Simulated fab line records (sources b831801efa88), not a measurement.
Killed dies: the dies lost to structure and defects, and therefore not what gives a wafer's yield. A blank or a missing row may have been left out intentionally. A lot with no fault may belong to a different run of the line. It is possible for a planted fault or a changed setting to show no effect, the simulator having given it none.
Check of tool commonality | flow gf180mcu | Sampled: 13 lots, 39 wafers

## REASON FOR OPENING
At GF_POLY_GATE_CD_MEAS_10 the reading cd_nm is flagged on 4 of 13 lots. Fault-free wafers read 280.5 nm, with a standard deviation of 1.4.
Rule: flag the lot when none of its wafers has a number, or when each of its wafers that has one lies beyond 4 standard deviations from that mean. As for the other lots, they are considered sound.

lot  | measured     | on        | cd_nm (nm), wafer by wafer | flag
L401 | day 8 23:15  | cd_sem-01 | 280.8 282.4 281.1          |
L402 | day 9 12:51  | cd_sem-02 | 279.6 279.4 280.4          |
L403 | day 9 17:10  | cd_sem-01 | 279.7 280.5 279.1          |
L404 | day 10 00:37 | cd_sem-02 | 281.3 281.3 282.0          |
L405 | day 10 15:53 | cd_sem-02 | 281.6 281.4 281.8          |
L406 | day 10 22:51 | cd_sem-02 | 280.7 278.7 280.6          |
L407 | day 11 08:01 | cd_sem-02 | 280.9 280.3 280.9          |
L411 | day 12 02:22 | cd_sem-02 | 251.3 251.5 251.7          | FLAGGED
L412 | day 12 16:37 | cd_sem-01 | 257.0 258.2 257.1          | FLAGGED
L413 | day 12 22:28 | cd_sem-02 | 256.0 256.0 257.3          | FLAGGED
L414 | day 12 23:56 | cd_sem-02 | 255.8 255.3 254.8          | FLAGGED
L419 | day 14 14:52 | cd_sem-02 | 280.0 278.7 278.8          |
L421 | day 15 05:06 | cd_sem-02 | 278.9 279.1 279.6          |
On average the flagged lots' numbers are 255.2 nm, which is -25.3 nm against the usual, or -18 standard deviations.

## TOOL THAT RAN EACH LOT
Before the reading, the record contains 2 process steps out of a 602-step route. Each cell gives the tool, then ch followed by the chambers the sampled wafers passed through, then the start.
lot  | flag    | GF_DNWELL_STRIP_08                  | GF_POLY_GATE_EXPOSE_07
L401 |         | plasma_asher-02 ch 0,1, day 2 17:06 | krf_scanner-02 ch 0, day 8 15:24
L402 |         | plasma_asher-02 ch 0,1, day 3 00:42 | krf_scanner-01 ch 0, day 9 04:34
L403 |         | plasma_asher-04 ch 0,1, day 3 05:17 | krf_scanner-02 ch 0, day 9 08:47
L404 |         | plasma_asher-01 ch 0,1, day 3 09:38 | krf_scanner-01 ch 0, day 9 15:56
L405 |         | plasma_asher-04 ch 0,1, day 3 20:40 | krf_scanner-02 ch 0, day 10 06:52
L406 |         | plasma_asher-01 ch 0,1, day 4 00:22 | krf_scanner-02 ch 0, day 10 13:57
L407 |         | plasma_asher-02 ch 0,1, day 4 06:10 | krf_scanner-02 ch 0, day 10 23:10
L411 | FLAGGED | plasma_asher-01 ch 0,1, day 5 00:13 | krf_scanner-02 ch 0, day 11 17:17
L412 | FLAGGED | plasma_asher-04 ch 0,1, day 5 07:49 | krf_scanner-02 ch 0, day 12 06:55
L413 | FLAGGED | plasma_asher-02 ch 0,1, day 5 11:01 | krf_scanner-02 ch 0, day 12 12:19
L414 | FLAGGED | plasma_asher-04 ch 1, day 5 14:35   | krf_scanner-02 ch 0, day 12 14:38
L419 |         | plasma_asher-04 ch 0,1, day 6 18:34 | krf_scanner-01 ch 0, day 14 04:46
L421 |         | plasma_asher-01 ch 0,1, day 7 04:50 | krf_scanner-01 ch 0, day 14 18:20
These steps, and what they do:
- GF_DNWELL_STRIP_08: strips in O2/N2.
- GF_POLY_GATE_EXPOSE_07: exposes mask Poly2, target cd 280 nm.
- GF_POLY_GATE_CD_MEAS_10: target cd 280 nm.

## FLAGGED OVER TOTAL, TOOL BY TOOL (the gauges that took the reading come last)
step                    | tool            | lots run | flagged | share of the flagged lots | sound lots run after its first flagged lot
GF_DNWELL_STRIP_08      | plasma_asher-01 | 4        | 1       | some                      | 1 (L421)
GF_DNWELL_STRIP_08      | plasma_asher-02 | 4        | 1       | some                      | 0
GF_DNWELL_STRIP_08      | plasma_asher-04 | 5        | 2       | some                      | 1 (L419)
GF_POLY_GATE_EXPOSE_07  | krf_scanner-01  | 4        | 0       | none                      | -
GF_POLY_GATE_EXPOSE_07  | krf_scanner-02  | 9        | 4       | all                       | 0
GF_POLY_GATE_CD_MEAS_10 | cd_sem-01       | 3        | 1       | some                      | 0
GF_POLY_GATE_CD_MEAS_10 | cd_sem-02       | 10       | 3       | some                      | 2 (L419,L421)

## WHAT IS ALLOWED BY THE TABLE
1 row of the table ran every flagged lot: krf_scanner-02 at GF_POLY_GATE_EXPOSE_07.
- krf_scanner-02 at GF_POLY_GATE_EXPOSE_07: 4 of its 9 lots flagged. It ran its last sound lot, L407, at day 10 23:10 and its first flagged lot, L411, at day 11 17:17: a fault with its onset between the two fits. Its own readings (exposure_dose_mJ_cm2) fall more than 4 standard deviations out on all wafers of the flagged lots.
One tool is left: krf_scanner-02 at GF_POLY_GATE_EXPOSE_07.

## WHAT THE SIMULATOR PUT IN
Drift in process parameters on krf_scanner-02 at GF_POLY_GATE_EXPOSE_07, starting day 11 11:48. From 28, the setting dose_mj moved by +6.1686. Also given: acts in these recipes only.
Lots struck among those shown: L411, L412, L413, L414. The same result came from the rule above.
